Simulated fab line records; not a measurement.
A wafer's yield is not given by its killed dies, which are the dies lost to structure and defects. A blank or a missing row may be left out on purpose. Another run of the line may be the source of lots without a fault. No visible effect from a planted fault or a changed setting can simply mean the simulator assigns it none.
fab line records :: flow sky130 :: part 2 of 2: steps 27 to 35 of 35
record:
  lots: 5
  wafers: 15
  last-day: 50
route steps=708 shown LI_CONTACT@374 LOCAL_INTERCONNECT@387 CONTACT@406
lots that met no fault: from a run of the same line without faults
start-h: hours from the record's first day to the start of the lot's first wafer shown :: wait-h: time in hours since the lot's previous step :: " repeats the value in the row above :: L1.1+2: a single row standing in for several wafers :: - no value, or no start given :: * or withheld: withheld :: < > ~ a bound
route shown NAME@n: names a module that has steps shown in the file, with the first one's number in the route :: usual: mean/standard deviation of fault-free wafers :: same: alike in all rows :: chamber/n: place in a boat :: sites: readings site by site :: _std_site: the standard deviation of these :: _edge_site: inner sites' mean taken away from outer sites' mean :: radius-mm: how far each site lies from the wafer's centre :: mask NAME#n: copy n :: behind: tool/chamber where the wafer was last shaped :: hold: why the lot went on hold/how many hours it stayed there/how the hold came to an end :: device: the transistor (n, p or np) that didn't switch :: end of line: tests of these same wafers at the route's end :: step lacking rows: just its recipe :: killed: count of dies lost to structure and defects at first sort (not the wafer's yield) :: map: a wafer's dies, x killed, . not, _ none there
set.NAME: the setting the step ran with; set.NAME@STEP: the setting that earlier step ran with :: model.NAME: the simulator's own value behind a step, which no gauge read
certain route steps with their lots: each step a table, each wafer a row
services: a tool's chamber out of use, with start hour (start-h, from the record's first day; less than 0 if before it), hours out, and reason
== steps ==
step: SKY_LOCAL_INTERCONNECT_ETCH_13
recipe:
  chemistry: N2/H2
  target: BARC
  ion-energy-ev: 200
  bias-w: 100
  pressure-mtorr: 30
  n2-flow-sccm: 100
  h2-flow-sccm: 200
  icp-w: 500
  stop-on: SiO2
  time-s: 45.9
  target-depth-a: 600
usual:
  bias-w: 99.97/0.28
  drypump-motor-current-A: 5.7/0.38
  oes-product-au: 0.855/0.0045
  throttle-valve-pct: 13.224/0.0094
lot.wafer: L086.2
tool: rie-metal-01
chamber: 1
start-h: 826.11
wait-h: 0.0
bias-w: 100.03
drypump-motor-current-A: 5.4
oes-product-au: 0.855
rf-hours-counter-h: 6
throttle-valve-pct: 13.218

lot.wafer: L086.4
tool: rie-metal-01
chamber: 0
start-h: 826.11
wait-h: 0.0
bias-w: 99.94
drypump-motor-current-A: 6.1
oes-product-au: 0.851
rf-hours-counter-h: -
throttle-valve-pct: 13.237

lot.wafer: L086.6
tool: rie-metal-01
chamber: 1
start-h: 826.11
wait-h: 0.0
bias-w: 100.16
drypump-motor-current-A: 5.4
oes-product-au: 0.856
rf-hours-counter-h: -
throttle-valve-pct: 13.215

lot.wafer: L091.1
tool: rie-metal-01
chamber: 0
start-h: 857.61
wait-h: 0.0
bias-w: 99.71
drypump-motor-current-A: 6.1
oes-product-au: 0.851
rf-hours-counter-h: 13
throttle-valve-pct: 13.239

lot.wafer: L091.4
tool: rie-metal-01
chamber: 0
start-h: 857.61
wait-h: 0.0
bias-w: 100.45
drypump-motor-current-A: 6.1
oes-product-au: 0.848
rf-hours-counter-h: -
throttle-valve-pct: 13.230

lot.wafer: L091.6
tool: rie-metal-01
chamber: 0
start-h: 857.61
wait-h: 0.0
bias-w: 100.36
drypump-motor-current-A: 6.1
oes-product-au: 0.855
rf-hours-counter-h: -
throttle-valve-pct: 13.226

lot.wafer: L093.1
tool: rie-metal-01
chamber: 0
start-h: 870.01
wait-h: 0.0
bias-w: 99.71
drypump-motor-current-A: 6.0
oes-product-au: 0.856
rf-hours-counter-h: 14
throttle-valve-pct: 13.229

lot.wafer: L093.2
tool: rie-metal-01
chamber: 1
start-h: 870.01
wait-h: 0.0
bias-w: 99.90
drypump-motor-current-A: 5.4
oes-product-au: 0.852
rf-hours-counter-h: 8
throttle-valve-pct: 13.233

lot.wafer: L093.5
tool: rie-metal-01
chamber: 0
start-h: 870.01
wait-h: 0.0
bias-w: 100.25
drypump-motor-current-A: 6.0
oes-product-au: 0.852
rf-hours-counter-h: -
throttle-valve-pct: 13.216

lot.wafer: L096.1
tool: rie-metal-04
chamber: 0
start-h: 874.53
wait-h: 0.0
bias-w: 99.42
drypump-motor-current-A: 6.0
oes-product-au: 0.860
rf-hours-counter-h: 16
throttle-valve-pct: 13.224

lot.wafer: L096.2
tool: rie-metal-04
chamber: 1
start-h: 874.53
wait-h: 0.0
bias-w: 99.83
drypump-motor-current-A: 5.8
oes-product-au: 0.854
rf-hours-counter-h: 14
throttle-valve-pct: 13.237

lot.wafer: L096.3
tool: rie-metal-04
chamber: 0
start-h: 874.53
wait-h: 0.0
bias-w: 99.65
drypump-motor-current-A: 6.1
oes-product-au: 0.858
rf-hours-counter-h: -
throttle-valve-pct: 13.214

lot.wafer: L095.1
tool: rie-metal-04
chamber: 0
start-h: 876.26
wait-h: 0.0
bias-w: 100.41
drypump-motor-current-A: 6.1
oes-product-au: 0.852
rf-hours-counter-h: 16
throttle-valve-pct: 13.215

lot.wafer: L095.4
tool: rie-metal-04
chamber: 0
start-h: 876.26
wait-h: 0.0
bias-w: 100.26
drypump-motor-current-A: 6.1
oes-product-au: 0.849
rf-hours-counter-h: -
throttle-valve-pct: 13.220

lot.wafer: L095.6
tool: rie-metal-04
chamber: 0
start-h: 876.26
wait-h: 0.0
bias-w: 100.63
drypump-motor-current-A: 6.1
oes-product-au: 0.857
rf-hours-counter-h: -
throttle-valve-pct: 13.225
step: SKY_LOCAL_INTERCONNECT_METAL_ETCH_14
recipe:
  target-depth-nm: 110
  stop-on: PSG
  chemistry: Cl2/BCl3
  target: TiN
  resist-sidewall-deg: 88
  pressure-mtorr: 10
  icp-w: 900
  bias-w: 48.5
  Cl2_flow_sccm: 60
  bcl3-flow-sccm: 30
  time-s: 31.4
usual:
  bias-w: 48.49/0.15
  drypump-motor-current-A: 5.7/0.38
  oes-product-au: 0.958/0.0068
  throttle-valve-pct: 21.890/0.0096
lot.wafer: L086.2
tool: rie-metal-01
chamber: 1
start-h: 826.18
wait-h: 0.0
bias-w: 48.14
drypump-motor-current-A: 5.4
oes-product-au: 0.952
rf-hours-counter-h: 6
throttle-valve-pct: 21.887

lot.wafer: L086.4
tool: rie-metal-01
chamber: 0
start-h: 826.18
wait-h: 0.0
bias-w: 48.43
drypump-motor-current-A: 6.1
oes-product-au: 0.947
rf-hours-counter-h: -
throttle-valve-pct: 21.897

lot.wafer: L086.6
tool: rie-metal-01
chamber: 1
start-h: 826.18
wait-h: 0.0
bias-w: 48.48
drypump-motor-current-A: 5.4
oes-product-au: 0.957
rf-hours-counter-h: -
throttle-valve-pct: 21.886

lot.wafer: L091.1
tool: rie-metal-01
chamber: 0
start-h: 857.74
wait-h: 0.1
bias-w: 48.63
drypump-motor-current-A: 6.1
oes-product-au: 0.954
rf-hours-counter-h: 13
throttle-valve-pct: 21.896

lot.wafer: L091.4
tool: rie-metal-01
chamber: 0
start-h: 857.74
wait-h: 0.1
bias-w: 48.73
drypump-motor-current-A: 6.1
oes-product-au: 0.959
rf-hours-counter-h: -
throttle-valve-pct: 21.893

lot.wafer: L091.6
tool: rie-metal-01
chamber: 0
start-h: 857.74
wait-h: 0.1
bias-w: 48.65
drypump-motor-current-A: 6.1
oes-product-au: 0.949
rf-hours-counter-h: -
throttle-valve-pct: 21.892

lot.wafer: L093.1
tool: rie-metal-01
chamber: 0
start-h: 870.08
wait-h: 0.0
bias-w: 48.21
drypump-motor-current-A: 6.0
oes-product-au: 0.970
rf-hours-counter-h: 14
throttle-valve-pct: 21.886

lot.wafer: L093.2
tool: rie-metal-01
chamber: 1
start-h: 870.08
wait-h: 0.0
bias-w: 48.50
drypump-motor-current-A: 5.4
oes-product-au: 0.971
rf-hours-counter-h: 8
throttle-valve-pct: 21.882

lot.wafer: L093.5
tool: rie-metal-01
chamber: 0
start-h: 870.08
wait-h: 0.0
bias-w: 48.10
drypump-motor-current-A: 6.1
oes-product-au: 0.967
rf-hours-counter-h: -
throttle-valve-pct: 21.873

lot.wafer: L096.1
tool: rie-metal-04
chamber: 0
start-h: 874.59
wait-h: 0.0
bias-w: 48.46
drypump-motor-current-A: 6.1
oes-product-au: 0.945
rf-hours-counter-h: 16
throttle-valve-pct: 21.898

lot.wafer: L096.2
tool: rie-metal-04
chamber: 1
start-h: 874.59
wait-h: 0.0
bias-w: 48.53
drypump-motor-current-A: 5.8
oes-product-au: 0.958
rf-hours-counter-h: 14
throttle-valve-pct: 21.893

lot.wafer: L096.3
tool: rie-metal-04
chamber: 0
start-h: 874.59
wait-h: 0.0
bias-w: 48.36
drypump-motor-current-A: 6.1
oes-product-au: 0.948
rf-hours-counter-h: -
throttle-valve-pct: 21.890

lot.wafer: L095.1
tool: rie-metal-04
chamber: 0
start-h: 876.33
wait-h: 0.0
bias-w: 48.44
drypump-motor-current-A: 6.1
oes-product-au: 0.975
rf-hours-counter-h: 16
throttle-valve-pct: 21.880

lot.wafer: L095.4
tool: rie-metal-04
chamber: 0
start-h: 876.33
wait-h: 0.0
bias-w: 48.78
drypump-motor-current-A: 6.1
oes-product-au: 0.969
rf-hours-counter-h: -
throttle-valve-pct: 21.869

lot.wafer: L095.6
tool: rie-metal-04
chamber: 0
start-h: 876.33
wait-h: 0.0
bias-w: 48.50
drypump-motor-current-A: 6.1
oes-product-au: 0.958
rf-hours-counter-h: -
throttle-valve-pct: 21.877
step: SKY_LOCAL_INTERCONNECT_STRIP_15
recipe:
  chemistry: O2/N2
  power-w: 1400
  pressure-mtorr: 1500
  platen-temp-c: withheld
  o2-flow-sccm: 3000
  n2-flow-sccm: 300
  overash-fraction: 0.5
usual:
  drypump-motor-current-A: 5.5/0.44
  oes-product-au: 0.426/0.0046
  strip-time-to-endpoint-s: 4.720/0.017
lot.wafer: L086.2
tool: plasma-asher-01
chamber: 1
start-h: 826.23
wait-h: 0.0
drypump-motor-current-A: 5.7
oes-product-au: 0.421
rf-hours-counter-h: 73
strip-time-to-endpoint-s: 4.701

lot.wafer: L086.4
tool: plasma-asher-01
chamber: 1
start-h: 826.23
wait-h: 0.0
drypump-motor-current-A: 5.7
oes-product-au: 0.428
rf-hours-counter-h: -
strip-time-to-endpoint-s: 4.715

lot.wafer: L086.6
tool: plasma-asher-01
chamber: 1
start-h: 826.23
wait-h: 0.0
drypump-motor-current-A: 5.7
oes-product-au: 0.428
rf-hours-counter-h: -
strip-time-to-endpoint-s: 4.717

lot.wafer: L091.1
tool: plasma-asher-03
chamber: 0
start-h: 857.84
wait-h: 0.1
drypump-motor-current-A: 5.3
oes-product-au: 0.429
rf-hours-counter-h: 41
strip-time-to-endpoint-s: 4.736

lot.wafer: L091.4
tool: plasma-asher-03
chamber: 0
start-h: 857.84
wait-h: 0.1
drypump-motor-current-A: 5.3
oes-product-au: 0.417
rf-hours-counter-h: -
strip-time-to-endpoint-s: 4.716

lot.wafer: L091.6
tool: plasma-asher-03
chamber: 1
start-h: 857.84
wait-h: 0.1
drypump-motor-current-A: 6.3
oes-product-au: 0.430
rf-hours-counter-h: -
strip-time-to-endpoint-s: 4.736

lot.wafer: L093.1
tool: plasma-asher-04
chamber: 0
start-h: 870.13
wait-h: 0.0
drypump-motor-current-A: 5.8
oes-product-au: 0.427
rf-hours-counter-h: 13
strip-time-to-endpoint-s: 4.712

lot.wafer: L093.2
tool: plasma-asher-04
chamber: 1
start-h: 870.13
wait-h: 0.0
drypump-motor-current-A: 5.2
oes-product-au: 0.434
rf-hours-counter-h: 13
strip-time-to-endpoint-s: 4.718

lot.wafer: L093.5
tool: plasma-asher-04
chamber: 1
start-h: 870.13
wait-h: 0.0
drypump-motor-current-A: 5.2
oes-product-au: 0.425
rf-hours-counter-h: -
strip-time-to-endpoint-s: 4.723

lot.wafer: L096.1
tool: plasma-asher-01
chamber: 1
start-h: 874.64
wait-h: 0.0
drypump-motor-current-A: 5.7
oes-product-au: 0.428
rf-hours-counter-h: 77
strip-time-to-endpoint-s: 4.710

lot.wafer: L096.2
tool: plasma-asher-01
chamber: 0
start-h: 874.64
wait-h: 0.0
drypump-motor-current-A: 4.9
oes-product-au: 0.426
rf-hours-counter-h: 77
strip-time-to-endpoint-s: 4.733

lot.wafer: L096.3
tool: plasma-asher-01
chamber: 1
start-h: 874.64
wait-h: 0.0
drypump-motor-current-A: 5.7
oes-product-au: 0.425
rf-hours-counter-h: -
strip-time-to-endpoint-s: 4.704

lot.wafer: L095.1
tool: plasma-asher-01
chamber: 1
start-h: 876.38
wait-h: 0.0
drypump-motor-current-A: 5.7
oes-product-au: 0.426
rf-hours-counter-h: 77
strip-time-to-endpoint-s: 4.721

lot.wafer: L095.4
tool: plasma-asher-01
chamber: 0
start-h: 876.38
wait-h: 0.0
drypump-motor-current-A: 5.0
oes-product-au: 0.426
rf-hours-counter-h: -
strip-time-to-endpoint-s: 4.709

lot.wafer: L095.6
tool: plasma-asher-01
chamber: 0
start-h: 876.38
wait-h: 0.0
drypump-motor-current-A: 4.9
oes-product-au: 0.418
rf-hours-counter-h: -
strip-time-to-endpoint-s: 4.717
step: SKY_LOCAL_INTERCONNECT_STRIP_16
recipe:
  chemistry: post-etch-residue-remover
  time-s: 1200
  temp-c: 72.5
usual:
  bath-guard-temp-C: 72.4/0.6
lot.wafer: L086.2
tool: wet-bench-04
chamber: 2
start-h: 826.33
wait-h: 0.1
bath-guard-temp-C: 72.2

lot.wafer: L086.4
tool: wet-bench-04
chamber: 2
start-h: 826.33
wait-h: 0.1
bath-guard-temp-C: 72.2

lot.wafer: L086.6
tool: wet-bench-04
chamber: 2
start-h: 826.33
wait-h: 0.1
bath-guard-temp-C: 72.1

lot.wafer: L091.1
tool: wet-bench-03
chamber: 1
start-h: 857.94
wait-h: 0.1
bath-guard-temp-C: 71.7

lot.wafer: L091.4
tool: wet-bench-03
chamber: 1
start-h: 857.94
wait-h: 0.1
bath-guard-temp-C: 71.5

lot.wafer: L091.6
tool: wet-bench-03
chamber: 1
start-h: 857.94
wait-h: 0.1
bath-guard-temp-C: 71.3

lot.wafer: L093.1
tool: wet-bench-03
chamber: 1
start-h: 870.23
wait-h: 0.1
bath-guard-temp-C: 71.8

lot.wafer: L093.2
tool: wet-bench-03
chamber: 1
start-h: 870.23
wait-h: 0.1
bath-guard-temp-C: 71.7

lot.wafer: L093.5
tool: wet-bench-03
chamber: 1
start-h: 870.23
wait-h: 0.1
bath-guard-temp-C: 71.8

lot.wafer: L096.1
tool: wet-bench-03
chamber: 1
start-h: 874.74
wait-h: 0.1
bath-guard-temp-C: 71.1

lot.wafer: L096.2
tool: wet-bench-03
chamber: 1
start-h: 874.74
wait-h: 0.1
bath-guard-temp-C: 71.8

lot.wafer: L096.3
tool: wet-bench-03
chamber: 1
start-h: 874.74
wait-h: 0.1
bath-guard-temp-C: 71.6

lot.wafer: L095.1
tool: wet-bench-02
chamber: 0
start-h: 876.48
wait-h: 0.1
bath-guard-temp-C: 72.6

lot.wafer: L095.4
tool: wet-bench-02
chamber: 0
start-h: 876.48
wait-h: 0.1
bath-guard-temp-C: 72.5

lot.wafer: L095.6
tool: wet-bench-02
chamber: 0
start-h: 876.48
wait-h: 0.1
bath-guard-temp-C: 73.1
step: SKY_LOCAL_INTERCONNECT_CLEAN_17
recipe:
  chemistry: IPA
  time-s: 180
  temp-c: 25
lot.wafer: L086.2+4+6
tool: wet-bench-03
chamber: 2
start-h: 826.67
wait-h: 0.0

lot.wafer: L091.1+4+6
tool: wet-bench-02
chamber: 2
start-h: 858.32
wait-h: 0.0

lot.wafer: L093.1+2+5
tool: wet-bench-04
chamber: 3
start-h: 870.60
wait-h: 0.0

lot.wafer: L096.1+2+3
tool: wet-bench-04
chamber: 1
start-h: 875.15
wait-h: 0.0

lot.wafer: L095.1+4+6
tool: wet-bench-04
chamber: 0
start-h: 876.82
wait-h: 0.0
step: SKY_LOCAL_INTERCONNECT_CLEAN_18
recipe:
  chemistry: O3/DIW
  dry: n2-spin
lot.wafer: L086.2+4+6
tool: wet-bench-02
chamber: 2
start-h: 826.73
wait-h: 0.0

lot.wafer: L091.1+4+6
tool: wet-bench-04
chamber: 0
start-h: 858.37
wait-h: 0.0

lot.wafer: L093.1+2+5
tool: wet-bench-02
chamber: 1
start-h: 870.66
wait-h: 0.0

lot.wafer: L096.1+2+3
tool: wet-bench-02
chamber: 3
start-h: 875.20
wait-h: 0.0

lot.wafer: L095.1+4+6
tool: wet-bench-03
chamber: 1
start-h: 876.88
wait-h: 0.0
step: SKY_CONTACT_CVD_00
recipe:
  material: Si3N4
  target-thk-nm: 75
  temp-c: 400
  time-s: withheld
  rf-w: 450
usual:
  heater-power-w: 740/97
  susceptor-temp-C: 399.98/0.23
lot.wafer: L086.2
tool: pecvd-02
chamber: 2
start-h: 826.82
wait-h: 0.0
heater-power-w: 786
susceptor-temp-C: 399.96

lot.wafer: L086.4
tool: pecvd-02
chamber: 0
start-h: 826.82
wait-h: 0.0
heater-power-w: 800
susceptor-temp-C: 399.72

lot.wafer: L086.6
tool: pecvd-02
chamber: 1
start-h: 826.82
wait-h: 0.0
heater-power-w: 610
susceptor-temp-C: 400.30

lot.wafer: L091.1
tool: pecvd-02
chamber: 0
start-h: 858.47
wait-h: 0.0
heater-power-w: 773
susceptor-temp-C: 399.90

lot.wafer: L091.4
tool: pecvd-02
chamber: 1
start-h: 858.47
wait-h: 0.0
heater-power-w: 643
susceptor-temp-C: 399.92

lot.wafer: L091.6
tool: pecvd-02
chamber: 0
start-h: 858.47
wait-h: 0.0
heater-power-w: 749
susceptor-temp-C: 400.41

lot.wafer: L093.1
tool: pecvd-01
chamber: 0
start-h: 870.76
wait-h: 0.0
heater-power-w: 745
susceptor-temp-C: 399.83

lot.wafer: L093.2
tool: pecvd-01
chamber: 2
start-h: 870.76
wait-h: 0.0
heater-power-w: 769
susceptor-temp-C: 399.97

lot.wafer: L093.5
tool: pecvd-01
chamber: 2
start-h: 870.76
wait-h: 0.0
heater-power-w: 784
susceptor-temp-C: 399.73

lot.wafer: L096.1
tool: pecvd-01
chamber: 2
start-h: 875.30
wait-h: 0.0
heater-power-w: 793
susceptor-temp-C: 399.58

lot.wafer: L096.2
tool: pecvd-01
chamber: 0
start-h: 875.30
wait-h: 0.0
heater-power-w: 861
susceptor-temp-C: 400.37

lot.wafer: L096.3
tool: pecvd-01
chamber: 1
start-h: 875.30
wait-h: 0.0
heater-power-w: 799
susceptor-temp-C: 399.77

lot.wafer: L095.1
tool: pecvd-02
chamber: 1
start-h: 876.98
wait-h: 0.0
heater-power-w: 584
susceptor-temp-C: 399.78

lot.wafer: L095.4
tool: pecvd-02
chamber: 2
start-h: 876.98
wait-h: 0.0
heater-power-w: 790
susceptor-temp-C: 399.85

lot.wafer: L095.6
tool: pecvd-02
chamber: 0
start-h: 876.98
wait-h: 0.0
heater-power-w: 804
susceptor-temp-C: 400.30
step: SKY_CONTACT_THK_MEAS_01
recipe:
  reads: Si3N4_of_CONTACT_CVD_00
usual:
  CONTACT_CVD_00_THK: 75.2/0.99
lot.wafer: L086.2
tool: film-metro-03
chamber: -
start-h: 826.86
wait-h: -
CONTACT_CVD_00_THK[nm]: 75.1

lot.wafer: L086.4
tool: film-metro-03
chamber: -
start-h: 826.86
wait-h: -
CONTACT_CVD_00_THK[nm]: 76.0

lot.wafer: L086.6
tool: film-metro-03
chamber: -
start-h: 826.86
wait-h: -
CONTACT_CVD_00_THK[nm]: 77.0

lot.wafer: L091.1
tool: film-metro-03
chamber: -
start-h: 858.50
wait-h: -
CONTACT_CVD_00_THK[nm]: 73.7

lot.wafer: L091.4
tool: film-metro-03
chamber: -
start-h: 858.50
wait-h: -
CONTACT_CVD_00_THK[nm]: 74.7

lot.wafer: L091.6
tool: film-metro-03
chamber: -
start-h: 858.50
wait-h: -
CONTACT_CVD_00_THK[nm]: 75.0

lot.wafer: L093.1
tool: film-metro-01
chamber: -
start-h: 870.81
wait-h: -
CONTACT_CVD_00_THK[nm]: 75.4

lot.wafer: L093.2
tool: film-metro-01
chamber: -
start-h: 870.81
wait-h: -
CONTACT_CVD_00_THK[nm]: 74.8

lot.wafer: L093.5
tool: film-metro-01
chamber: -
start-h: 870.81
wait-h: -
CONTACT_CVD_00_THK[nm]: 75.6

lot.wafer: L096.1
tool: film-metro-03
chamber: -
start-h: 875.33
wait-h: -
CONTACT_CVD_00_THK[nm]: 75.6

lot.wafer: L096.2
tool: film-metro-03
chamber: -
start-h: 875.33
wait-h: -
CONTACT_CVD_00_THK[nm]: 75.4

lot.wafer: L096.3
tool: film-metro-03
chamber: -
start-h: 875.33
wait-h: -
CONTACT_CVD_00_THK[nm]: 74.7

lot.wafer: L095.1
tool: film-metro-04
chamber: -
start-h: 877.01
wait-h: -
CONTACT_CVD_00_THK[nm]: 74.6

lot.wafer: L095.4
tool: film-metro-04
chamber: -
start-h: 877.01
wait-h: -
CONTACT_CVD_00_THK[nm]: 74.3

lot.wafer: L095.6
tool: film-metro-04
chamber: -
start-h: 877.01
wait-h: -
CONTACT_CVD_00_THK[nm]: 74.9
step: SKY_CONTACT_HDPCVD_02
recipe:
  material: SiO2
  target-thk-nm: 565
  sigma-open-frac: 0.3
  time-s: 94.2
  temp-c: 600
  sih4-flow-sccm: 60
  pressure-mtorr: 6
usual:
  sih4-flow-sccm: 60.00/0.18
  susceptor-temp-C: 599.96/0.28
lot.wafer: L086.2
tool: hdpcvd-01
chamber: 1
start-h: 826.91
wait-h: 0.0
sih4-flow-sccm: 59.80
susceptor-temp-C: 600.49

lot.wafer: L086.4
tool: hdpcvd-01
chamber: 2
start-h: 826.91
wait-h: 0.0
sih4-flow-sccm: 60.17
susceptor-temp-C: 600.32

lot.wafer: L086.6
tool: hdpcvd-01
chamber: 0
start-h: 826.91
wait-h: 0.0
sih4-flow-sccm: 59.72
susceptor-temp-C: 600.35

lot.wafer: L091.1
tool: hdpcvd-02
chamber: 0
start-h: 858.56
wait-h: 0.1
sih4-flow-sccm: 59.95
susceptor-temp-C: 599.90

lot.wafer: L091.4
tool: hdpcvd-02
chamber: 2
start-h: 858.56
wait-h: 0.1
sih4-flow-sccm: 60.15
susceptor-temp-C: 599.65

lot.wafer: L091.6
tool: hdpcvd-02
chamber: 1
start-h: 858.56
wait-h: 0.1
sih4-flow-sccm: 59.95
susceptor-temp-C: 599.94

lot.wafer: L093.1
tool: hdpcvd-02
chamber: 0
start-h: 870.87
wait-h: 0.1
sih4-flow-sccm: 60.01
susceptor-temp-C: 600.05

lot.wafer: L093.2
tool: hdpcvd-02
chamber: 2
start-h: 870.87
wait-h: 0.1
sih4-flow-sccm: 59.76
susceptor-temp-C: 600.12

lot.wafer: L093.5
tool: hdpcvd-02
chamber: 1
start-h: 870.87
wait-h: 0.1
sih4-flow-sccm: 60.11
susceptor-temp-C: 599.89

lot.wafer: L096.1
tool: hdpcvd-02
chamber: 2
start-h: 875.39
wait-h: 0.1
sih4-flow-sccm: 60.24
susceptor-temp-C: 600.18

lot.wafer: L096.2
tool: hdpcvd-02
chamber: 1
start-h: 875.39
wait-h: 0.1
sih4-flow-sccm: 60.17
susceptor-temp-C: 599.84

lot.wafer: L096.3
tool: hdpcvd-02
chamber: 0
start-h: 875.39
wait-h: 0.1
sih4-flow-sccm: 59.91
susceptor-temp-C: 599.82

lot.wafer: L095.1
tool: hdpcvd-01
chamber: 2
start-h: 877.07
wait-h: 0.1
sih4-flow-sccm: 59.96
susceptor-temp-C: 599.63

lot.wafer: L095.4
tool: hdpcvd-01
chamber: 1
start-h: 877.07
wait-h: 0.1
sih4-flow-sccm: 60.18
susceptor-temp-C: 600.00

lot.wafer: L095.6
tool: hdpcvd-01
chamber: 0
start-h: 877.07
wait-h: 0.1
sih4-flow-sccm: 59.90
susceptor-temp-C: 599.76
== services ==
tool: plasma-asher-01
chamber: -
start-h: 784.75
hours: 0.7
kind: repair

tool: wet-bench-02
chamber: -
start-h: 788.63
hours: 1.9
kind: pm

tool: hdpcvd-01
chamber: -
start-h: 790.75
hours: 2.8
kind: pm

tool: pvd-sputter-01
chamber: -
start-h: 791.03
hours: 4.0
kind: repair

tool: plasma-asher-04
chamber: -
start-h: 791.93
hours: 2.8
kind: repair

tool: pvd-sputter-04
chamber: -
start-h: 793.16
hours: 3.3
kind: repair

tool: plasma-asher-03
chamber: -
start-h: 799.73
hours: 8.2
kind: pm

tool: cmp-02
chamber: -
start-h: 801.44
hours: 1.0
kind: repair

tool: krf-scanner-02
chamber: -
start-h: 802.38
hours: 0.8
kind: pm

tool: krf-scanner-02
chamber: -
start-h: 806.96
hours: 1.0
kind: pm

tool: rie-diel-04
chamber: 0
start-h: 808.99
hours: 5.2
kind: repair

tool: plasma-asher-02
chamber: -
start-h: 810.22
hours: 2.3
kind: repair

tool: pecvd-02
chamber: 1
start-h: 811.69
hours: 8.9
kind: repair

tool: krf-scanner-01
chamber: -
start-h: 818.83
hours: 0.8
kind: pm

tool: rie-diel-04
chamber: 0
start-h: 819.92
hours: 6.6
kind: repair

tool: plasma-asher-01
chamber: -
start-h: 829.92
hours: 0.3
kind: repair

tool: cvd-w-02
chamber: -
start-h: 835.10
hours: 4.3
kind: pm

tool: krf-scanner-01
chamber: -
start-h: 853.49
hours: 1.0
kind: pm

tool: rie-metal-04
chamber: -
start-h: 854.00
hours: 4.0
kind: pm

tool: rie-metal-01
chamber: 1
start-h: 855.46
hours: 4.4
kind: repair

tool: plasma-asher-01
chamber: -
start-h: 859.56
hours: 0.9
kind: repair

tool: cmp-01
chamber: -
start-h: 864.84
hours: 4.7
kind: pm

tool: krf-scanner-01
chamber: -
start-h: 871.45
hours: 1.3
kind: pm

tool: rie-metal-04
chamber: -
start-h: 876.62
hours: 2.8
kind: pm
